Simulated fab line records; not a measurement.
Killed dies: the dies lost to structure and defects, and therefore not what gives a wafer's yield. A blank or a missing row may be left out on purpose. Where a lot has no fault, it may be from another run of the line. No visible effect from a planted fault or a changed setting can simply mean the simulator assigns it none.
One fault through the eyes of 2 desks -- flow sky130 -- what lay behind the numbers comes last; until then each desk has only its own

== DESK OF THE TOOL OWNER: lpcvd-01 ==
The tool's own readings at SKY_POLY_GATE_CVD_00 (deposits poly-Si, target thk 180 nm, time 720 s): means of the sampled wafers that have a number, for each lot that ran on this tool. A lot is out of limits, marked OUT, if its mean lies more than 4 standard deviations from the usual mean; the brackets give that distance.
Columns: A = spike_tc_bottom_C at SKY_POLY_GATE_CVD_00, usual 642.5 C; B = spike_tc_centre_C at SKY_POLY_GATE_CVD_00, usual 620.5 C; C = spike_tc_lower_C at SKY_POLY_GATE_CVD_00, usual 619.6 C; D = spike_tc_top_C at SKY_POLY_GATE_CVD_00, usual 643.2 C; E = spike_tc_upper_C at SKY_POLY_GATE_CVD_00, usual 620.7 C; F = susceptor_temp_C at SKY_POLY_GATE_CVD_00, usual 620.0 C; G = zone_power_upper_pct at SKY_POLY_GATE_CVD_00, usual 8.7 %
lot,first seen here,A,B,C,D,E,F,G
L967,day 14 18:09,644.0,621.0,619.7,641.3,620.9,619.5,7.4
L970,day 15 21:14,643.6,620.7,620.7,640.8,621.0,620.0,7.2
L971,day 16 04:20,641.6,620.2,619.4,644.4,620.8,619.8,10.1
L972,day 16 12:48,634.3 (-5.4) OUT,612.1 (-7.6) OUT,611.8 (-7.1) OUT,637.3,613.2 (-7.7) OUT,612.7 (-22) OUT,9.9
L973,day 16 12:48,635.9 (-4.4) OUT,612.8 (-7.0) OUT,611.8 (-7.1) OUT,634.3 (-4.4) OUT,613.8 (-7.1) OUT,613.1 (-21) OUT,7.2
L974,day 17 01:25,634.5 (-5.4) OUT,613.0 (-6.8) OUT,611.6 (-7.2) OUT,637.2,613.5 (-7.3) OUT,613.1 (-21) OUT,9.9
L983,day 20 02:09,641.4,620.6,619.1,644.7,620.0,619.9,10.1
L984,day 20 17:20,643.5,620.4,619.6,640.9,620.9,619.8,7.3
L985,day 20 17:20,641.5,619.7,619.1,645.2,619.7,620.2,10.2
L987,day 21 09:31,643.5,620.6,619.3,640.9,620.6,620.0,7.3
L986,day 21 10:52,643.7,620.7,619.5,641.5,620.8,620.0,7.4
L988,day 21 19:56,642.1,621.9,620.4,640.5,621.5,620.3,7.4
L989,day 22 06:40,641.4,619.8,619.4,645.6,620.9,619.8,10.0
Finding of this desk: L972, L973, L974 out of limits; the first was L972 at day 16 12:48, on spike_tc_bottom_C at SKY_POLY_GATE_CVD_00. L967, L970, L971, L983, L984, L985, L987, L986, L988, L989: within limits.

== AT THE METROLOGY DESK ==
What the gauges read, lot by lot, whatever tool the lot ran on: means of the sampled wafers that have a number. A lot is out of limits, marked OUT, if its mean lies more than 4 standard deviations from the usual mean; the brackets give that distance.
Columns: A = POLY_GATE_CVD_00_THK at SKY_POLY_GATE_THK_MEAS_01, usual 180.1 nm
lot,first seen here,A
L967,day 14 19:21,177.6
L970,day 15 22:26,178.9
L971,day 16 05:32,181.3
L972,day 16 14:01,154.1 (-14) OUT
L973,day 16 14:01,152.9 (-14) OUT
L974,day 17 02:39,154.1 (-14) OUT
L983,day 20 03:22,180.6
L985,day 20 18:32,182.1
L984,day 20 18:33,180.6
L987,day 21 10:43,181.1
L986,day 21 12:04,182.4
L988,day 21 21:08,180.1
L989,day 22 07:53,181.8
This desk reports L972, L973, L974 out of limits; the earliest was L972 at day 16 14:01 (POLY_GATE_CVD_00_THK at SKY_POLY_GATE_THK_MEAS_01). L967, L970, L971, L983, L985, L984, L987, L986, L988, L989: within limits.

== TAKEN TOGETHER ==
An alarm could have come from the tool owner's desk at day 16 12:48, on L972, L973, L974.
Metrology desk: alarm possible at day 16 14:01 on L972, L973, L974.
On lpcvd-01, each named lot ran SKY_POLY_GATE_CVD_00.

== WHAT HAD BEEN PUT IN BY THE SIMULATOR ==
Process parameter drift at SKY_POLY_GATE_CVD_00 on lpcvd-01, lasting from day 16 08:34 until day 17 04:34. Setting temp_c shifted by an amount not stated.
Shown lots that were struck: L972, L973, L974.
Time in hours from fault onset to the first out-of-limits reading at each desk: tool owner's desk 4, metrology desk 5.
